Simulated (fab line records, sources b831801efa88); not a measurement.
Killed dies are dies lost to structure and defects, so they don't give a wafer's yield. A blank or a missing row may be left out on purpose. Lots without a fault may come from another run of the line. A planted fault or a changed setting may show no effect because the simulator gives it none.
Which tool did it? | flow sky130 | 24 lots, 72 wafers sampled, at 6 steps of a route of 708

WHAT THE GAUGES READ, wafer by wafer
SKY_SPACER_THK_MEAS_01.
lot  | measured     | on            | SPACER_CVD_00_THK (nm)
L074 | day 23 04:43 | film_metro-03 | 43.1 43.3 43.2
L075 | day 23 18:16 | film_metro-03 | 43.3 43.2 43.5
L076 | day 24 01:05 | film_metro-02 | 44.0 43.8 44.1
L077 | day 24 20:34 | film_metro-03 | 43.4 43.4 43.3
L078 | day 24 21:46 | film_metro-01 | 42.8 42.4 42.5
L079 | day 25 11:34 | film_metro-03 | 43.0 43.1 42.9
L080 | day 25 23:56 | film_metro-01 | 43.2 43.4 43.5
L081 | day 26 08:44 | film_metro-01 | 43.2 43.3 43.5
L082 | day 27 04:42 | film_metro-03 | 42.7 42.7 43.0
L083 | day 27 11:43 | film_metro-02 | 43.9 43.6 44.1
L084 | day 27 17:05 | film_metro-02 | 42.3 42.5 42.8
L086 | day 27 19:35 | film_metro-02 | 42.3 42.4 42.8
L085 | day 27 23:13 | film_metro-01 | 43.6 43.4 43.5
L087 | day 28 08:59 | film_metro-02 | 43.3 43.4 43.0
L088 | day 28 13:05 | film_metro-03 | 43.1 43.1 43.0
L089 | day 28 22:53 | film_metro-03 | 42.7 43.1 43.3
L090 | day 29 00:28 | film_metro-03 | 43.2 43.5 42.9
L091 | day 29 12:25 | film_metro-01 | 43.8 43.2 43.3
L092 | day 29 17:52 | film_metro-01 | 43.2 43.4 43.4
L093 | day 30 00:46 | film_metro-02 | 43.1 43.3 43.7
L095 | day 30 21:38 | film_metro-03 | 42.4 42.7 42.4
L094 | day 31 00:58 | film_metro-01 | 42.9 43.0 43.0
L096 | day 31 00:59 | film_metro-03 | 42.8 42.8 42.9
L097 | day 31 06:30 | film_metro-02 | 43.8 44.0 43.5

SKY_METAL1_RS_MEAS_05: measures by four-point-probe.
lot  | measured     | on            | METAL1_ALCU_RS (ohm/sq)
L074 | day 32 01:20 | film_metro-02 | 0.1267 0.1256 0.1279
L075 | day 32 11:06 | film_metro-01 | 0.1282 0.1266 0.1288
L076 | day 32 18:49 | film_metro-01 | 0.1255 0.1263 0.1252
L077 | day 33 12:02 | film_metro-01 | 0.1264 0.1273 0.1268
L078 | day 33 12:32 | film_metro-03 | 0.1311 0.1307 0.1298
L079 | day 33 23:46 | film_metro-03 | 0.1267 0.1268 0.1286
L080 | day 34 12:59 | film_metro-02 | 0.1251 0.1253 0.1252
L081 | day 34 18:25 | film_metro-01 | 0.1240 0.1283 0.1248
L082 | day 35 15:30 | film_metro-01 | 0.1285 0.1294 0.1271
L083 | day 35 19:58 | film_metro-01 | 0.1289 0.1305 0.1280
L084 | day 35 23:10 | film_metro-03 | 0.1273 0.1295 0.1279
L086 | day 36 04:06 | film_metro-03 | 0.1257 0.1256 0.1255
L085 | day 36 05:27 | film_metro-02 | 0.1256 0.1286 0.1245
L087 | day 36 16:47 | film_metro-03 | 0.1283 0.1264 0.1269
L088 | day 36 19:18 | film_metro-01 | 0.1237 0.1253 0.1254
L089 | day 37 05:32 | film_metro-02 | 0.1282 0.1284 0.1285
L090 | day 37 06:41 | film_metro-02 | 0.1293 0.1290 0.1297
L091 | day 37 15:55 | film_metro-03 | 0.1280 0.1261 0.1251
L092 | day 37 21:07 | film_metro-02 | 0.1288 0.1269 0.1286
L093 | day 38 03:38 | film_metro-03 | 0.1284 0.1292 0.1294
L095 | day 38 22:52 | film_metro-02 | 0.1284 0.1253 0.1271
L094 | day 39 03:33 | film_metro-01 | 0.1268 0.1279 0.1266
L096 | day 39 07:28 | film_metro-01 | 0.1291 0.1250 0.1262
L097 | day 39 07:36 | film_metro-02 | 0.1263 0.1282 0.1278

SKY_VIA4_RS_MEAS_19: measures by four-point-probe.
lot  | measured     | on            | VIA4_W_RS (ohm/sq)
L074 | day 43 08:33 | film_metro-01 | 0.2302 0.2256 0.2263
L075 | day 43 16:04 | film_metro-04 | 0.2275 0.2305 0.2293
L076 | day 43 23:08 | film_metro-02 | 0.2326 0.2308 0.2286
L077 | day 44 13:01 | film_metro-02 | 0.2258 0.2258 0.2257
L078 | day 44 14:32 | film_metro-04 | 0.2284 0.2286 0.2255
L079 | day 44 23:59 | film_metro-04 | 0.2292 0.2317 0.2344
L080 | day 45 07:16 | film_metro-04 | 0.2316 0.2304 0.2309
L081 | day 45 13:43 | film_metro-02 | 0.2301 0.2282 0.2319
L082 | day 46 06:47 | film_metro-01 | 0.2253 0.2303 0.2305
L083 | day 46 12:54 | film_metro-04 | 0.2315 0.2298 0.2291
L084 | day 46 13:01 | film_metro-02 | 0.2286 0.2301 0.2361
L086 | day 46 19:13 | film_metro-04 | 0.2311 0.2319 0.2313
L085 | day 46 17:40 | film_metro-01 | 0.2300 0.2300 0.2310
L087 | day 47 01:50 | film_metro-04 | 0.2324 0.2307 0.2295
L088 | day 47 03:49 | film_metro-02 | 0.2330 0.2316 0.2295
L089 | day 47 14:10 | film_metro-01 | 0.2321 0.2332 0.2312
L090 | day 47 15:29 | film_metro-04 | 0.2306 0.2280 0.2298
L091 | day 47 21:28 | film_metro-02 | 0.2261 0.2296 0.2289
L092 | day 47 23:55 | film_metro-04 | 0.2288 0.2279 0.2238
L093 | day 48 07:07 | film_metro-01 | 0.2271 0.2296 0.2271
L095 | day 48 20:19 | film_metro-04 | 0.2293 0.2271 0.2296
L094 | day 49 00:22 | film_metro-02 | 0.2245 0.2254 0.2224
L096 | day 49 01:31 | film_metro-02 | 0.2280 0.2249 0.2256
L097 | day 49 02:34 | film_metro-04 | 0.2255 0.2248 0.2234

WHICH TOOL RAN EACH LOT (tool, then ch and the chambers of the sampled wafers, then the start)
lot  | SKY_VIA1_SPUTTER_20          | SKY_METAL2_SPUTTER_02        | SKY_METAL2_SPUTTER_04
L074 | pvd_sputter-01, day 34 09:23 | pvd_sputter-02, day 34 10:04 | pvd_sputter-02, day 34 10:07
L075 | pvd_sputter-01, day 34 20:01 | pvd_sputter-04, day 34 20:41 | pvd_sputter-04, day 34 20:44
L076 | pvd_sputter-01, day 35 03:19 | pvd_sputter-04, day 35 04:00 | pvd_sputter-04, day 35 04:02
L077 | pvd_sputter-02, day 35 20:38 | pvd_sputter-02, day 35 21:19 | pvd_sputter-02, day 35 21:21
L078 | pvd_sputter-01, day 35 20:56 | pvd_sputter-04, day 35 21:37 | pvd_sputter-04, day 35 21:40
L079 | pvd_sputter-03, day 36 07:59 | pvd_sputter-04, day 36 08:40 | pvd_sputter-04, day 36 08:42
L080 | pvd_sputter-03, day 36 20:25 | pvd_sputter-01, day 36 21:05 | pvd_sputter-01, day 36 21:08
L081 | pvd_sputter-03, day 37 01:28 | pvd_sputter-01, day 37 02:09 | pvd_sputter-01, day 37 02:11
L082 | pvd_sputter-02, day 37 22:17 | pvd_sputter-01, day 37 22:58 | pvd_sputter-01, day 37 23:00
L083 | pvd_sputter-01, day 38 03:29 | pvd_sputter-02, day 38 04:10 | pvd_sputter-02, day 38 04:13
L084 | pvd_sputter-03, day 38 06:19 | pvd_sputter-02, day 38 07:00 | pvd_sputter-02, day 38 07:02
L086 | pvd_sputter-03, day 38 10:44 | pvd_sputter-02, day 38 11:25 | pvd_sputter-02, day 38 11:28
L085 | pvd_sputter-03, day 38 11:35 | pvd_sputter-02, day 38 12:16 | pvd_sputter-02, day 38 12:19
L087 | pvd_sputter-03, day 38 23:00 | pvd_sputter-04, day 38 23:41 | pvd_sputter-04, day 38 23:43
L088 | pvd_sputter-02, day 39 01:18 | pvd_sputter-01, day 39 01:59 | pvd_sputter-01, day 39 02:01
L089 | pvd_sputter-02, day 39 11:07 | pvd_sputter-01, day 39 12:17 | pvd_sputter-01, day 39 12:19
L090 | pvd_sputter-03, day 39 12:12 | pvd_sputter-04, day 39 12:53 | pvd_sputter-04, day 39 12:55
L091 | pvd_sputter-03, day 39 21:58 | pvd_sputter-04, day 39 22:39 | pvd_sputter-04, day 39 22:41
L092 | pvd_sputter-01, day 40 02:31 | pvd_sputter-04, day 40 03:12 | pvd_sputter-04, day 40 03:14
L093 | pvd_sputter-03, day 40 09:01 | pvd_sputter-04, day 40 09:42 | pvd_sputter-04, day 40 09:44
L095 | pvd_sputter-03, day 41 02:42 | pvd_sputter-04, day 41 03:23 | pvd_sputter-04, day 41 03:26
L094 | pvd_sputter-01, day 41 08:02 | pvd_sputter-04, day 41 08:43 | pvd_sputter-04, day 41 08:45
L096 | pvd_sputter-01, day 41 09:37 | pvd_sputter-02, day 41 10:18 | pvd_sputter-02, day 41 10:20
L097 | pvd_sputter-01, day 41 11:20 | pvd_sputter-02, day 41 12:01 | pvd_sputter-02, day 41 12:04
- SKY_VIA1_SPUTTER_20: material TiN, target thk 20 nm, time 80 s.
- SKY_METAL2_SPUTTER_02: material AlCu, target thk 250 nm, time 13.3 s.
- SKY_METAL2_SPUTTER_04: material TiN, target thk 70 nm, time 58.3 s.

WHAT THE TOOLS THEMSELVES READ (means of the sampled wafers that have a number; where no wafer has one, the mark that the record gives instead)
SKY_VIA1_SPUTTER_20.
lot  | tool           | throttle_valve_pct (%)
L074 | pvd_sputter-01 | 30.1
L075 | pvd_sputter-01 | 29.7
L076 | pvd_sputter-01 | 29.7
L077 | pvd_sputter-02 | 30.7
L078 | pvd_sputter-01 | 29.5
L079 | pvd_sputter-03 | 28.8
L080 | pvd_sputter-03 | 28.8
L081 | pvd_sputter-03 | 30.1
L082 | pvd_sputter-02 | 29.8
L083 | pvd_sputter-01 | 29.3
L084 | pvd_sputter-03 | 28.8
L086 | pvd_sputter-03 | 29.8
L085 | pvd_sputter-03 | 29.1
L087 | pvd_sputter-03 | 28.0
L088 | pvd_sputter-02 | 30.2
L089 | pvd_sputter-02 | 29.8
L090 | pvd_sputter-03 | 28.7
L091 | pvd_sputter-03 | 29.0
L092 | pvd_sputter-01 | 30.5
L093 | pvd_sputter-03 | 29.2
L095 | pvd_sputter-03 | 29.0
L094 | pvd_sputter-01 | 29.4
L096 | pvd_sputter-01 | 29.6
L097 | pvd_sputter-01 | 29.7

SKY_METAL2_SPUTTER_02.
lot  | tool           | throttle_valve_pct (%)
L074 | pvd_sputter-02 | 30.1
L075 | pvd_sputter-04 | 30.2
L076 | pvd_sputter-04 | 29.6
L077 | pvd_sputter-02 | 30.7
L078 | pvd_sputter-04 | 29.7
L079 | pvd_sputter-04 | 30.0
L080 | pvd_sputter-01 | 29.5
L081 | pvd_sputter-01 | 29.6
L082 | pvd_sputter-01 | 29.7
L083 | pvd_sputter-02 | 30.6
L084 | pvd_sputter-02 | 31.1
L086 | pvd_sputter-02 | 29.6
L085 | pvd_sputter-02 | 29.9
L087 | pvd_sputter-04 | 30.1
L088 | pvd_sputter-01 | 29.7
L089 | pvd_sputter-01 | 30.1
L090 | pvd_sputter-04 | 30.1
L091 | pvd_sputter-04 | 30.2
L092 | pvd_sputter-04 | 29.7
L093 | pvd_sputter-04 | 29.2
L095 | pvd_sputter-04 | 29.9
L094 | pvd_sputter-04 | 29.6
L096 | pvd_sputter-02 | 30.2
L097 | pvd_sputter-02 | 29.0

SKY_METAL2_SPUTTER_04.
lot  | tool           | throttle_valve_pct (%)
L074 | pvd_sputter-02 | 30.1
L075 | pvd_sputter-04 | 30.3
L076 | pvd_sputter-04 | 29.6
L077 | pvd_sputter-02 | 30.9
L078 | pvd_sputter-04 | 29.7
L079 | pvd_sputter-04 | 29.9
L080 | pvd_sputter-01 | 29.4
L081 | pvd_sputter-01 | 29.8
L082 | pvd_sputter-01 | 29.6
L083 | pvd_sputter-02 | 30.6
L084 | pvd_sputter-02 | 31.1
L086 | pvd_sputter-02 | 29.5
L085 | pvd_sputter-02 | 29.8
L087 | pvd_sputter-04 | 30.0
L088 | pvd_sputter-01 | 29.7
L089 | pvd_sputter-01 | 30.2
L090 | pvd_sputter-04 | 30.0
L091 | pvd_sputter-04 | 30.2
L092 | pvd_sputter-04 | 29.9
L093 | pvd_sputter-04 | 29.3
L095 | pvd_sputter-04 | 29.8
L094 | pvd_sputter-04 | 29.6
L096 | pvd_sputter-02 | 30.4
L097 | pvd_sputter-02 | 29.1

THE ANSWER, worked out from the rows above alone
Rule: what is usual is taken from the lots themselves. Put in order of their means at a reading, lots are off if they are a third of the lots or fewer, leave a main group of 4 or more, and stand apart from it by a gap of 3 or more times the standard deviation of the main group's means; of several such gaps the widest counts. A main group whose means are all the same, to the digits that the tables above print for the reading, isn't used. A lot without any number at a reading at which 4 lots or more have one is off too. The other lots that the step has rows for count as sound. The gauges are gone through in route order, then the tools' own readings, and for those a lot's mean is taken as printed above. The first step at which some lot is off is used, and at that step the reading that is off furthest; a lot without a number counts as furthest.
No lot is off at any reading shown: from this, nothing can be told.

WHAT THE SIMULATOR HAD PUT IN
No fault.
